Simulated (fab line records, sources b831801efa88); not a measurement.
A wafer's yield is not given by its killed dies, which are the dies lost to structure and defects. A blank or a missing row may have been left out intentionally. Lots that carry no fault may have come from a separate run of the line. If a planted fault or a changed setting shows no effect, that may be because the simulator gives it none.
Problem report in the 8D (eight disciplines) form, filled by code    flow sky130    the parts of the form that need people (team, actions taken, sign-off) are left out

== 1. PROBLEM STATEMENT ==
Wafers without a fault read 27.96, standard deviation 0.031; exposureDoseMJCm2 at SKY_METAL4_EXPOSE_10 reads a mean of 27.61 on 9 wafers belonging to 3 lots. Relative to the usual mean, that is a shift of -11 standard deviations.
The step: exposes mask MM4, target cd 300 nm.
The first sign was on wafer L895.1 at day 43 04:02, on krfScanner-02. Wafers with a number at this step in the record: 21, from 7 lots. Rule for "out" (also "out of limits"): further than 4 standard deviations from the usual mean. Any other wafer with a number is counted as sound.

== 2. WHAT IT IS, WHAT IT ISN'T ==
question                     is                      is not
which readings at this step  exposureDoseMJCm2       focusOffsetNm
which lots                   L895, L896, L897        L889, L894, L905, L910
which wafers of those lots   all that have a number  -
read on which tools          krfScanner-02           krfScanner-01
when                         from day 43 04:02       up to then (6 sound wafers); but 6 sound wafers of L905, L910 came after

== 3. SUSPECTS, AND WHAT RULES EACH OUT ==
Counting: a tool at any process step up to the reading remains a suspect when it ran all the lots that are out and ran no sound lot after the first of those.
- krfScanner-02 at SKY_METAL4_EXPOSE_10 (exposes mask MM4, target cd 300 nm): kept. All lots that are out passed through it, beginning with L895 at day 43 04:02, and no sound lot followed; its final sound lot before that point was L894 at day 42 21:06. Its own readings are out on those wafers: exposureDoseMJCm2.
After counting, what remains is krfScanner-02 at SKY_METAL4_EXPOSE_10.

== 4. THE CAUSE (what the simulator had put in) ==
Process parameters drifting: krfScanner-02 at SKY_METAL4_EXPOSE_10, beginning at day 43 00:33. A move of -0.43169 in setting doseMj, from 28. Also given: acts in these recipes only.
Counting left only this tool.

== 5. SEQUENCE OF EFFECTS, ordered by route ==
Each row: a reading where the mean over the struck wafers with a number is more than 3 standard deviations away from the usual. Only readings whose record carries a usual standard deviation are examined. hours: median over the lots of the time between each lot's start at the first step of this table that gives one and its start at this step. sigmas: the change, counted in usual standard deviations.
hours  step                  reading            usual  on struck wafers  change  sigmas
0      SKY_METAL4_EXPOSE_10  exposureDoseMJCm2  27.96  27.61             -0.35   -11
Process steps it contains:
- SKY_METAL4_EXPOSE_10: exposes mask MM4, target cd 300 nm.
At these later measuring or inspecting steps, every struck wafer for which the step has a row has a number for every such reading, and none has moved that far: SKY_METAL4_CD_MEAS_13, SKY_METAL4_OVL_MEAS_14.

== 6. HOW IT WOULD HAVE BEEN CAUGHT EARLIER ==
3 hours passed between the start of the fault at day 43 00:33 and the first reading out of limits in this record, taken at day 43 04:02.
